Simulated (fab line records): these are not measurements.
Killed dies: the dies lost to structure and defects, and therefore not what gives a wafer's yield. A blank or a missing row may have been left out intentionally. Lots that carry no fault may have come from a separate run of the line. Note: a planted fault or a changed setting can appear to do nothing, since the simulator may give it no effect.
fab line records / flow sky130
record: lots: 13 wafers: 39 last_day: 50
route steps=708 shown FIELD_ISO@16 SPACER@305 POLY_CUT@316
lots with no fault: from the same line, run without faults
start_h: hours from the record's first day to the start of the lot's first wafer shown / wait_h: time in hours since the lot's previous step / " identical to the entry in the row above / L1.1+2: a row that stands for several wafers / - no value, or no start was given / * or withheld: withheld / < > ~ a bound
route shown NAME@n: names a module that has steps shown in the file, with the first one's number in the route / usual: mean and standard deviation over wafers with no fault / same: alike in all rows / chamber/n: place in a boat / sites: each site's reading / _std_site: how widely they spread, as a standard deviation / _edge_site: outer sites' mean less inner sites' / radius_mm: how far each site lies from the wafer's centre / mask NAME#n: copy n / behind: the most recent tool/chamber to have shaped the wafer / hold: what put the lot on hold/how long, in hours/how the hold closed / device: names the non-switching transistor (n, p or np) / end of line: tests of these same wafers at the route's end / a step with no rows: only its recipe / killed: the dies lost at the first sort to structure and to defects; this is not the yield of the wafer / map: dies across one wafer; x = killed, . = not, _ = none there
set.NAME: the setting the step ran with; set.NAME@STEP: the setting that earlier step ran with / model.NAME: the simulator's own value behind a step, which no gauge read
one table for each step of the route and one row for each wafer, over a sample of lots
services: a tool's chamber out of use, with start hour (start_h, from the record's first day; less than 0 if before it), hours out, and reason
== steps ==
step: SKY_FIELD_ISO_ETCH_15
recipe: chemistry: CHF3/O2 target_depth_nm: 180 stop_on: Si source_w: 600 bias_w: 200 pressure_mtorr: 40 chf3_flow_sccm: 50 O2_flow_sccm: 5 time_s: 72
usual: drypump_motor_current_A: 5.6/0.39 oes_product_au: 0.976/0.0065 run_length_s: 100.5/0.43 throttle_valve_pct: 8.853/0.0086
lot.wafer=L750.2 tool=rie_diel-04 chamber=3 start_h=27.32 wait_h=0.0 drypump_motor_current_A=6.0 oes_product_au=0.979 rf_hours_counter_h=58 run_length_s=100.5 throttle_valve_pct=8.842
lot.wafer=L750.3 tool=rie_diel-04 chamber=2 start_h=27.32 wait_h=0.0 drypump_motor_current_A=6.0 oes_product_au=0.966 rf_hours_counter_h=75 run_length_s=100.2 throttle_valve_pct=8.860
lot.wafer=L750.4 tool=rie_diel-04 chamber=0 start_h=27.32 wait_h=0.0 drypump_motor_current_A=5.5 oes_product_au=0.973 rf_hours_counter_h=3 run_length_s=101.0 throttle_valve_pct=8.852
lot.wafer=L751.2 tool=rie_diel-02 chamber=1 start_h=34.72 wait_h=0.0 drypump_motor_current_A=5.1 oes_product_au=0.982 rf_hours_counter_h=84 run_length_s=100.3 throttle_valve_pct=8.868
lot.wafer=L751.3 tool=rie_diel-02 chamber=2 start_h=34.72 wait_h=0.0 drypump_motor_current_A=5.2 oes_product_au=0.982 rf_hours_counter_h=149 run_length_s=100.5 throttle_valve_pct=8.859
lot.wafer=L751.6 tool=rie_diel-02 chamber=3 start_h=34.72 wait_h=0.0 drypump_motor_current_A=6.2 oes_product_au=0.981 rf_hours_counter_h=- run_length_s=99.8 throttle_valve_pct=8.849
lot.wafer=L752.3 tool=rie_diel-01 chamber=3 start_h=38.43 wait_h=0.0 drypump_motor_current_A=6.0 oes_product_au=0.967 rf_hours_counter_h=99 run_length_s=100.3 throttle_valve_pct=8.857
lot.wafer=L752.5 tool=rie_diel-01 chamber=2 start_h=38.43 wait_h=0.0 drypump_motor_current_A=5.3 oes_product_au=0.974 rf_hours_counter_h=- run_length_s=100.8 throttle_valve_pct=8.846
lot.wafer=L752.6 tool=rie_diel-01 chamber=1 start_h=38.43 wait_h=0.0 drypump_motor_current_A=5.6 oes_product_au=0.969 rf_hours_counter_h=- run_length_s=100.7 throttle_valve_pct=8.839
lot.wafer=L753.1 tool=rie_diel-02 chamber=1 start_h=45.43 wait_h=0.0 drypump_motor_current_A=5.1 oes_product_au=0.982 rf_hours_counter_h=84 run_length_s=100.4 throttle_valve_pct=8.846
lot.wafer=L753.2 tool=rie_diel-02 chamber=0 start_h=45.43 wait_h=0.0 drypump_motor_current_A=5.5 oes_product_au=0.977 rf_hours_counter_h=101 run_length_s=99.9 throttle_valve_pct=8.847
lot.wafer=L753.4 tool=rie_diel-02 chamber=2 start_h=45.43 wait_h=0.0 drypump_motor_current_A=5.2 oes_product_au=0.976 rf_hours_counter_h=149 run_length_s=100.9 throttle_valve_pct=8.845
lot.wafer=L756.1 tool=rie_diel-01 chamber=2 start_h=58.28 wait_h=0.0 drypump_motor_current_A=5.3 oes_product_au=0.982 rf_hours_counter_h=71 run_length_s=101.0 throttle_valve_pct=8.850
lot.wafer=L756.3 tool=rie_diel-01 chamber=0 start_h=58.28 wait_h=0.0 drypump_motor_current_A=5.8 oes_product_au=0.975 rf_hours_counter_h=15 run_length_s=101.0 throttle_valve_pct=8.865
lot.wafer=L756.5 tool=rie_diel-01 chamber=1 start_h=58.28 wait_h=0.0 drypump_motor_current_A=5.6 oes_product_au=0.967 rf_hours_counter_h=- run_length_s=100.2 throttle_valve_pct=8.840
lot.wafer=L758.1 tool=rie_diel-01 chamber=1 start_h=70.93 wait_h=0.0 drypump_motor_current_A=5.6 oes_product_au=0.984 rf_hours_counter_h=97 run_length_s=100.2 throttle_valve_pct=8.869
lot.wafer=L758.4 tool=rie_diel-01 chamber=2 start_h=70.93 wait_h=0.0 drypump_motor_current_A=5.3 oes_product_au=0.979 rf_hours_counter_h=71 run_length_s=101.1 throttle_valve_pct=8.855
lot.wafer=L758.6 tool=rie_diel-01 chamber=0 start_h=70.93 wait_h=0.0 drypump_motor_current_A=5.7 oes_product_au=0.973 rf_hours_counter_h=- run_length_s=101.3 throttle_valve_pct=8.857
lot.wafer=L759.1 tool=rie_diel-04 chamber=3 start_h=75.98 wait_h=0.0 drypump_motor_current_A=5.9 oes_product_au=0.983 rf_hours_counter_h=59 run_length_s=101.1 throttle_valve_pct=8.854
lot.wafer=L759.5 tool=rie_diel-04 chamber=2 start_h=75.98 wait_h=0.0 drypump_motor_current_A=6.0 oes_product_au=0.980 rf_hours_counter_h=- run_length_s=100.7 throttle_valve_pct=8.844
lot.wafer=L759.6 tool=rie_diel-04 chamber=3 start_h=75.98 wait_h=0.0 drypump_motor_current_A=5.9 oes_product_au=0.992 rf_hours_counter_h=- run_length_s=100.8 throttle_valve_pct=8.866
lot.wafer=L760.2 tool=rie_diel-04 chamber=2 start_h=79.68 wait_h=0.0 drypump_motor_current_A=6.0 oes_product_au=0.963 rf_hours_counter_h=75 run_length_s=100.5 throttle_valve_pct=8.845
lot.wafer=L760.3 tool=rie_diel-04 chamber=0 start_h=79.68 wait_h=0.0 drypump_motor_current_A=5.5 oes_product_au=0.969 rf_hours_counter_h=4 run_length_s=101.0 throttle_valve_pct=8.843
lot.wafer=L760.6 tool=rie_diel-04 chamber=3 start_h=79.68 wait_h=0.0 drypump_motor_current_A=6.0 oes_product_au=0.975 rf_hours_counter_h=- run_length_s=101.2 throttle_valve_pct=8.854
lot.wafer=L764.1 tool=rie_diel-04 chamber=3 start_h=101.98 wait_h=0.0 drypump_motor_current_A=6.0 oes_product_au=0.984 rf_hours_counter_h=60 run_length_s=100.9 throttle_valve_pct=8.855
lot.wafer=L764.4 tool=rie_diel-04 chamber=0 start_h=101.98 wait_h=0.0 drypump_motor_current_A=5.5 oes_product_au=0.969 rf_hours_counter_h=4 run_length_s=101.1 throttle_valve_pct=8.854
lot.wafer=L764.6 tool=rie_diel-04 chamber=3 start_h=101.98 wait_h=0.0 drypump_motor_current_A=6.0 oes_product_au=0.977 rf_hours_counter_h=- run_length_s=100.4 throttle_valve_pct=8.842
lot.wafer=L768.1 tool=rie_diel-02 chamber=3 start_h=124.68 wait_h=0.0 drypump_motor_current_A=6.2 oes_product_au=0.962 rf_hours_counter_h=1 run_length_s=99.8 throttle_valve_pct=8.856
lot.wafer=L768.2 tool=rie_diel-02 chamber=2 start_h=124.68 wait_h=0.0 drypump_motor_current_A=5.2 oes_product_au=0.972 rf_hours_counter_h=151 run_length_s=100.4 throttle_valve_pct=8.867
lot.wafer=L768.6 tool=rie_diel-02 chamber=2 start_h=124.68 wait_h=0.0 drypump_motor_current_A=5.2 oes_product_au=0.980 rf_hours_counter_h=- run_length_s=100.5 throttle_valve_pct=8.854
lot.wafer=L769.2 tool=rie_diel-02 chamber=3 start_h=131.33 wait_h=0.0 drypump_motor_current_A=6.2 oes_product_au=0.981 rf_hours_counter_h=1 run_length_s=99.9 throttle_valve_pct=8.859
lot.wafer=L769.5 tool=rie_diel-02 chamber=3 start_h=131.33 wait_h=0.0 drypump_motor_current_A=6.2 oes_product_au=0.973 rf_hours_counter_h=- run_length_s=100.0 throttle_valve_pct=8.849
lot.wafer=L769.6 tool=rie_diel-02 chamber=0 start_h=131.33 wait_h=0.0 drypump_motor_current_A=5.5 oes_product_au=0.977 rf_hours_counter_h=- run_length_s=100.4 throttle_valve_pct=8.849
lot.wafer=L772.3 tool=rie_diel-02 chamber=3 start_h=145.22 wait_h=0.0 drypump_motor_current_A=6.2 oes_product_au=0.977 rf_hours_counter_h=1 run_length_s=99.7 throttle_valve_pct=8.859
lot.wafer=L772.4 tool=rie_diel-02 chamber=0 start_h=145.22 wait_h=0.0 drypump_motor_current_A=5.5 oes_product_au=0.976 rf_hours_counter_h=103 run_length_s=100.1 throttle_valve_pct=8.845
lot.wafer=L772.5 tool=rie_diel-02 chamber=2 start_h=145.22 wait_h=0.0 drypump_motor_current_A=5.3 oes_product_au=0.978 rf_hours_counter_h=- run_length_s=100.8 throttle_valve_pct=8.848
lot.wafer=L773.2 tool=rie_diel-04 chamber=3 start_h=148.72 wait_h=0.0 drypump_motor_current_A=6.0 oes_product_au=0.975 rf_hours_counter_h=60 run_length_s=100.6 throttle_valve_pct=8.850
lot.wafer=L773.3 tool=rie_diel-04 chamber=2 start_h=148.72 wait_h=0.0 drypump_motor_current_A=5.9 oes_product_au=0.977 rf_hours_counter_h=77 run_length_s=100.4 throttle_valve_pct=8.848
lot.wafer=L773.4 tool=rie_diel-04 chamber=0 start_h=148.72 wait_h=0.0 drypump_motor_current_A=5.5 oes_product_au=0.968 rf_hours_counter_h=- run_length_s=101.3 throttle_valve_pct=8.835
step: SKY_FIELD_ISO_WET_ETCH_28
recipe: chemistry: dHF target_depth_nm: 23.7 target: SiO2 dilution: 10:1 temp_c: 25 time_s: 47
usual: run_length_s: 76/3.4
lot.wafer=L750.2 tool=wet_bench-01 chamber=2 start_h=31.03 wait_h=0.1 run_length_s=73
lot.wafer=L750.3 tool=wet_bench-01 chamber=2 start_h=31.03 wait_h=0.1 run_length_s=73
lot.wafer=L750.4 tool=wet_bench-01 chamber=2 start_h=31.03 wait_h=0.1 run_length_s=73
lot.wafer=L751.2 tool=wet_bench-03 chamber=0 start_h=38.39 wait_h=0.2 run_length_s=80
lot.wafer=L751.3 tool=wet_bench-03 chamber=0 start_h=38.39 wait_h=0.2 run_length_s=80
lot.wafer=L751.6 tool=wet_bench-03 chamber=0 start_h=38.39 wait_h=0.2 run_length_s=80
lot.wafer=L752.3 tool=wet_bench-04 chamber=0 start_h=42.69 wait_h=0.2 run_length_s=74
lot.wafer=L752.5 tool=wet_bench-04 chamber=0 start_h=42.69 wait_h=0.2 run_length_s=74
lot.wafer=L752.6 tool=wet_bench-04 chamber=0 start_h=42.69 wait_h=0.2 run_length_s=74
lot.wafer=L753.1 tool=wet_bench-04 chamber=0 start_h=49.10 wait_h=0.2 run_length_s=75
lot.wafer=L753.2 tool=wet_bench-04 chamber=0 start_h=49.10 wait_h=0.2 run_length_s=75
lot.wafer=L753.4 tool=wet_bench-04 chamber=0 start_h=49.10 wait_h=0.2 run_length_s=75
lot.wafer=L756.1 tool=wet_bench-01 chamber=0 start_h=63.69 wait_h=0.2 run_length_s=74
lot.wafer=L756.3 tool=wet_bench-01 chamber=0 start_h=63.69 wait_h=0.2 run_length_s=74
lot.wafer=L756.5 tool=wet_bench-01 chamber=0 start_h=63.69 wait_h=0.2 run_length_s=74
lot.wafer=L758.1 tool=wet_bench-04 chamber=1 start_h=74.88 wait_h=0.1 run_length_s=74
lot.wafer=L758.4 tool=wet_bench-04 chamber=1 start_h=74.88 wait_h=0.1 run_length_s=74
lot.wafer=L758.6 tool=wet_bench-04 chamber=1 start_h=74.88 wait_h=0.1 run_length_s=74
lot.wafer=L759.1 tool=wet_bench-01 chamber=3 start_h=79.80 wait_h=0.1 run_length_s=80
lot.wafer=L759.5 tool=wet_bench-01 chamber=3 start_h=79.80 wait_h=0.1 run_length_s=80
lot.wafer=L759.6 tool=wet_bench-01 chamber=3 start_h=79.80 wait_h=0.1 run_length_s=80
lot.wafer=L760.2 tool=wet_bench-01 chamber=0 start_h=84.67 wait_h=0.2 run_length_s=80
lot.wafer=L760.3 tool=wet_bench-01 chamber=0 start_h=84.67 wait_h=0.2 run_length_s=80
lot.wafer=L760.6 tool=wet_bench-01 chamber=0 start_h=84.67 wait_h=0.2 run_length_s=80
lot.wafer=L764.1 tool=wet_bench-04 chamber=0 start_h=107.27 wait_h=0.1 run_length_s=107
lot.wafer=L764.4 tool=wet_bench-04 chamber=0 start_h=107.27 wait_h=0.1 run_length_s=107
lot.wafer=L764.6 tool=wet_bench-04 chamber=0 start_h=107.27 wait_h=0.1 run_length_s=107
lot.wafer=L768.1 tool=wet_bench-01 chamber=0 start_h=128.35 wait_h=0.2 run_length_s=73
lot.wafer=L768.2 tool=wet_bench-01 chamber=0 start_h=128.35 wait_h=0.2 run_length_s=73
lot.wafer=L768.6 tool=wet_bench-01 chamber=0 start_h=128.35 wait_h=0.2 run_length_s=73
lot.wafer=L769.2 tool=wet_bench-04 chamber=3 start_h=136.70 wait_h=0.3 run_length_s=114
lot.wafer=L769.5 tool=wet_bench-04 chamber=3 start_h=136.70 wait_h=0.3 run_length_s=114
lot.wafer=L769.6 tool=wet_bench-04 chamber=3 start_h=136.70 wait_h=0.3 run_length_s=114
lot.wafer=L772.3 tool=wet_bench-03 chamber=2 start_h=151.64 wait_h=0.2 run_length_s=73
lot.wafer=L772.4 tool=wet_bench-03 chamber=2 start_h=151.64 wait_h=0.2 run_length_s=73
lot.wafer=L772.5 tool=wet_bench-03 chamber=2 start_h=151.64 wait_h=0.2 run_length_s=73
lot.wafer=L773.2 tool=wet_bench-01 chamber=3 start_h=154.65 wait_h=0.2 run_length_s=79
lot.wafer=L773.3 tool=wet_bench-01 chamber=3 start_h=154.65 wait_h=0.2 run_length_s=79
lot.wafer=L773.4 tool=wet_bench-01 chamber=3 start_h=154.65 wait_h=0.2 run_length_s=79
step: SKY_SPACER_THK_MEAS_01
recipe: reads: Si3N4_of_SPACER_CVD_00
usual: SPACER_CVD_00_THK: 43.3/0.35
lot.wafer=L750.2 tool=film_metro-01 chamber=- start_h=512.68 wait_h=0.0 SPACER_CVD_00_THK[nm]=43.7
lot.wafer=L750.3 tool=film_metro-01 chamber=- start_h=512.68 wait_h=0.0 SPACER_CVD_00_THK[nm]=43.7
lot.wafer=L750.4 tool=film_metro-01 chamber=- start_h=512.68 wait_h=0.0 SPACER_CVD_00_THK[nm]=43.6
lot.wafer=L751.2 tool=film_metro-01 chamber=- start_h=529.47 wait_h=0.0 SPACER_CVD_00_THK[nm]=43.3
lot.wafer=L751.3 tool=film_metro-01 chamber=- start_h=529.47 wait_h=0.0 SPACER_CVD_00_THK[nm]=42.9
lot.wafer=L751.6 tool=film_metro-01 chamber=- start_h=529.47 wait_h=0.0 SPACER_CVD_00_THK[nm]=43.3
lot.wafer=L752.3 tool=film_metro-04 chamber=- start_h=537.88 wait_h=0.0 SPACER_CVD_00_THK[nm]=43.2
lot.wafer=L752.5 tool=film_metro-04 chamber=- start_h=537.88 wait_h=0.0 SPACER_CVD_00_THK[nm]=43.0
lot.wafer=L752.6 tool=film_metro-04 chamber=- start_h=537.88 wait_h=0.0 SPACER_CVD_00_THK[nm]=43.2
lot.wafer=L753.1 tool=film_metro-04 chamber=- start_h=553.31 wait_h=0.0 SPACER_CVD_00_THK[nm]=43.9
lot.wafer=L753.2 tool=film_metro-04 chamber=- start_h=553.31 wait_h=0.0 SPACER_CVD_00_THK[nm]=43.3
lot.wafer=L753.4 tool=film_metro-04 chamber=- start_h=553.31 wait_h=0.0 SPACER_CVD_00_THK[nm]=43.7
lot.wafer=L756.1 tool=film_metro-03 chamber=- start_h=574.06 wait_h=0.0 SPACER_CVD_00_THK[nm]=44.0
lot.wafer=L756.3 tool=film_metro-03 chamber=- start_h=574.06 wait_h=0.0 SPACER_CVD_00_THK[nm]=43.8
lot.wafer=L756.5 tool=film_metro-03 chamber=- start_h=574.06 wait_h=0.0 SPACER_CVD_00_THK[nm]=43.6
lot.wafer=L758.1 tool=film_metro-01 chamber=- start_h=593.12 wait_h=0.0 SPACER_CVD_00_THK[nm]=43.6
lot.wafer=L758.4 tool=film_metro-01 chamber=- start_h=593.12 wait_h=0.0 SPACER_CVD_00_THK[nm]=43.6
lot.wafer=L758.6 tool=film_metro-01 chamber=- start_h=593.12 wait_h=0.0 SPACER_CVD_00_THK[nm]=43.2
lot.wafer=L759.1 tool=film_metro-04 chamber=- start_h=605.91 wait_h=0.0 SPACER_CVD_00_THK[nm]=43.2
lot.wafer=L759.5 tool=film_metro-04 chamber=- start_h=605.91 wait_h=0.0 SPACER_CVD_00_THK[nm]=43.4
lot.wafer=L759.6 tool=film_metro-04 chamber=- start_h=605.91 wait_h=0.0 SPACER_CVD_00_THK[nm]=43.1
lot.wafer=L760.2 tool=film_metro-03 chamber=- start_h=611.23 wait_h=0.0 SPACER_CVD_00_THK[nm]=43.0
lot.wafer=L760.3 tool=film_metro-03 chamber=- start_h=611.23 wait_h=0.0 SPACER_CVD_00_THK[nm]=43.2
lot.wafer=L760.6 tool=film_metro-03 chamber=- start_h=611.23 wait_h=0.0 SPACER_CVD_00_THK[nm]=43.3
lot.wafer=L764.1 tool=film_metro-03 chamber=- start_h=649.56 wait_h=0.0 SPACER_CVD_00_THK[nm]=42.9
lot.wafer=L764.4 tool=film_metro-03 chamber=- start_h=649.56 wait_h=0.0 SPACER_CVD_00_THK[nm]=42.9
lot.wafer=L764.6 tool=film_metro-03 chamber=- start_h=649.56 wait_h=0.0 SPACER_CVD_00_THK[nm]=43.2
lot.wafer=L768.1 tool=film_metro-03 chamber=- start_h=670.67 wait_h=0.0 SPACER_CVD_00_THK[nm]=43.3
lot.wafer=L768.2 tool=film_metro-03 chamber=- start_h=670.67 wait_h=0.0 SPACER_CVD_00_THK[nm]=43.4
lot.wafer=L768.6 tool=film_metro-03 chamber=- start_h=670.67 wait_h=0.0 SPACER_CVD_00_THK[nm]=43.9
lot.wafer=L769.2 tool=film_metro-03 chamber=- start_h=684.87 wait_h=0.0 SPACER_CVD_00_THK[nm]=42.8
lot.wafer=L769.5 tool=film_metro-03 chamber=- start_h=684.87 wait_h=0.0 SPACER_CVD_00_THK[nm]=42.5
lot.wafer=L769.6 tool=film_metro-03 chamber=- start_h=684.87 wait_h=0.0 SPACER_CVD_00_THK[nm]=42.8
lot.wafer=L772.3 tool=film_metro-03 chamber=- start_h=713.16 wait_h=0.0 SPACER_CVD_00_THK[nm]=42.8
lot.wafer=L772.4 tool=film_metro-03 chamber=- start_h=713.16 wait_h=0.0 SPACER_CVD_00_THK[nm]=42.7
lot.wafer=L772.5 tool=film_metro-03 chamber=- start_h=713.16 wait_h=0.0 SPACER_CVD_00_THK[nm]=43.0
lot.wafer=L773.2 tool=film_metro-03 chamber=- start_h=715.41 wait_h=0.0 SPACER_CVD_00_THK[nm]=42.8
lot.wafer=L773.3 tool=film_metro-03 chamber=- start_h=715.41 wait_h=0.0 SPACER_CVD_00_THK[nm]=42.6
lot.wafer=L773.4 tool=film_metro-03 chamber=- start_h=715.41 wait_h=0.0 SPACER_CVD_00_THK[nm]=43.0
step: SKY_POLY_CUT_OVL_MEAS_09
usual: POLY_CUT_OVL: 2/4.8
lot.wafer=L750.2 tool=overlay-02 chamber=- start_h=542.10 wait_h=0.1 POLY_CUT_OVL[nm]=9
lot.wafer=L750.3 tool=overlay-02 chamber=- start_h=542.10 wait_h=0.1 POLY_CUT_OVL[nm]=12
lot.wafer=L750.4 tool=overlay-02 chamber=- start_h=542.10 wait_h=0.1 POLY_CUT_OVL[nm]=8
lot.wafer=L751.2 tool=overlay-02 chamber=- start_h=559.03 wait_h=0.1 POLY_CUT_OVL[nm]=-3
lot.wafer=L751.3 tool=overlay-02 chamber=- start_h=559.03 wait_h=0.1 POLY_CUT_OVL[nm]=0
lot.wafer=L751.6 tool=overlay-02 chamber=- start_h=559.03 wait_h=0.1 POLY_CUT_OVL[nm]=-7
lot.wafer=L752.3 tool=overlay-01 chamber=- start_h=567.59 wait_h=0.1 POLY_CUT_OVL[nm]=-3
lot.wafer=L752.5 tool=overlay-01 chamber=- start_h=567.59 wait_h=0.1 POLY_CUT_OVL[nm]=0
lot.wafer=L752.6 tool=overlay-01 chamber=- start_h=567.59 wait_h=0.1 POLY_CUT_OVL[nm]=0
lot.wafer=L753.1 tool=overlay-02 chamber=- start_h=583.23 wait_h=0.1 POLY_CUT_OVL[nm]=-9
lot.wafer=L753.2 tool=overlay-02 chamber=- start_h=583.23 wait_h=0.1 POLY_CUT_OVL[nm]=-1
lot.wafer=L753.4 tool=overlay-02 chamber=- start_h=583.23 wait_h=0.1 POLY_CUT_OVL[nm]=-4
lot.wafer=L756.1 tool=overlay-02 chamber=- start_h=602.83 wait_h=0.1 POLY_CUT_OVL[nm]=-2
lot.wafer=L756.3 tool=overlay-02 chamber=- start_h=602.83 wait_h=0.1 POLY_CUT_OVL[nm]=-5
lot.wafer=L756.5 tool=overlay-02 chamber=- start_h=602.83 wait_h=0.1 POLY_CUT_OVL[nm]=-2
lot.wafer=L758.1 tool=overlay-01 chamber=- start_h=621.99 wait_h=0.1 POLY_CUT_OVL[nm]=-4
lot.wafer=L758.4 tool=overlay-01 chamber=- start_h=621.99 wait_h=0.1 POLY_CUT_OVL[nm]=3
lot.wafer=L758.6 tool=overlay-01 chamber=- start_h=621.99 wait_h=0.1 POLY_CUT_OVL[nm]=6
lot.wafer=L759.1 tool=overlay-01 chamber=- start_h=633.88 wait_h=0.1 POLY_CUT_OVL[nm]=9
lot.wafer=L759.5 tool=overlay-01 chamber=- start_h=633.88 wait_h=0.1 POLY_CUT_OVL[nm]=1
lot.wafer=L759.6 tool=overlay-01 chamber=- start_h=633.88 wait_h=0.1 POLY_CUT_OVL[nm]=7
lot.wafer=L760.2 tool=overlay-02 chamber=- start_h=640.14 wait_h=0.1 POLY_CUT_OVL[nm]=-1
lot.wafer=L760.3 tool=overlay-02 chamber=- start_h=640.14 wait_h=0.1 POLY_CUT_OVL[nm]=1
lot.wafer=L760.6 tool=overlay-02 chamber=- start_h=640.14 wait_h=0.1 POLY_CUT_OVL[nm]=9
lot.wafer=L764.1 tool=overlay-02 chamber=- start_h=678.54 wait_h=0.1 POLY_CUT_OVL[nm]=8
lot.wafer=L764.4 tool=overlay-02 chamber=- start_h=678.54 wait_h=0.1 POLY_CUT_OVL[nm]=9
lot.wafer=L764.6 tool=overlay-02 chamber=- start_h=678.54 wait_h=0.1 POLY_CUT_OVL[nm]=6
lot.wafer=L768.1 tool=overlay-02 chamber=- start_h=699.38 wait_h=0.1 POLY_CUT_OVL[nm]=1
lot.wafer=L768.2 tool=overlay-02 chamber=- start_h=699.38 wait_h=0.1 POLY_CUT_OVL[nm]=-8
lot.wafer=L768.6 tool=overlay-02 chamber=- start_h=699.38 wait_h=0.1 POLY_CUT_OVL[nm]=6
lot.wafer=L769.2 tool=overlay-02 chamber=- start_h=713.19 wait_h=0.1 POLY_CUT_OVL[nm]=0
lot.wafer=L769.5 tool=overlay-02 chamber=- start_h=713.19 wait_h=0.1 POLY_CUT_OVL[nm]=3
lot.wafer=L769.6 tool=overlay-02 chamber=- start_h=713.19 wait_h=0.1 POLY_CUT_OVL[nm]=2
lot.wafer=L772.3 tool=overlay-02 chamber=- start_h=740.50 wait_h=0.1 POLY_CUT_OVL[nm]=-1
lot.wafer=L772.4 tool=overlay-02 chamber=- start_h=740.50 wait_h=0.1 POLY_CUT_OVL[nm]=-3
lot.wafer=L772.5 tool=overlay-02 chamber=- start_h=740.50 wait_h=0.1 POLY_CUT_OVL[nm]=-1
lot.wafer=L773.2 tool=overlay-01 chamber=- start_h=743.29 wait_h=0.1 POLY_CUT_OVL[nm]=1
lot.wafer=L773.3 tool=overlay-01 chamber=- start_h=743.29 wait_h=0.1 POLY_CUT_OVL[nm]=8
lot.wafer=L773.4 tool=overlay-01 chamber=- start_h=743.29 wait_h=0.1 POLY_CUT_OVL[nm]=3
== services ==
tool=rie_diel-02 chamber=2 start_h=22.65 hours=3.5 kind=repair
tool=rie_diel-04 chamber=3 start_h=37.97 hours=6.5 kind=repair
tool=rie_diel-01 chamber=2 start_h=60.52 hours=3.3 kind=repair
tool=rie_diel-02 chamber=3 start_h=75.06 hours=- kind=clean
tool=rie_diel-02 chamber=3 start_h=75.06 hours=32.4 kind=scheduled_down
tool=rie_diel-02 chamber=3 start_h=75.06 hours=32.4 kind=vent_cycle
tool=rie_diel-04 chamber=1 start_h=81.25 hours=4.7 kind=repair
tool=rie_diel-01 chamber=3 start_h=96.64 hours=2.7 kind=repair
tool=rie_diel-01 chamber=- start_h=117.37 hours=14.6 kind=pm
tool=rie_diel-01 chamber=2 start_h=143.46 hours=6.8 kind=repair
tool=rie_diel-04 chamber=1 start_h=146.24 hours=49.9 kind=repair
== key ==
first_sign: step: SKY_FIELD_ISO_WET_ETCH_28 reading: run_length_s direction: up sigmas: 10 usual: * struck: *
effect none on later readings
met_at SKY_FIELD_ISO_WET_ETCH_28
struck_lots L764,L769
tester_left_out L764,L769
not_acting_at SKY_FIELD_ISO_ETCH_15,SKY_SPACER_THK_MEAS_01,SKY_POLY_CUT_OVL_MEAS_09
onset_between 74.88 107.27
fault: kind: process_parameter_drift tool: wet_bench-04 chamber: - onset_h: 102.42 steps: SKY_FIELD_ISO_WET_ETCH_28 channel: time_s offset: * shape: step end_h: 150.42 acts_in: * stated: *
tester_left_out: of these lots the tester's yield and bins aren't shown, on N5 and GAA mostly nor the transistor test; their killed dies are dies lost to structure and defects alone, not to doping, threshold or leakage, so they don't give the yield
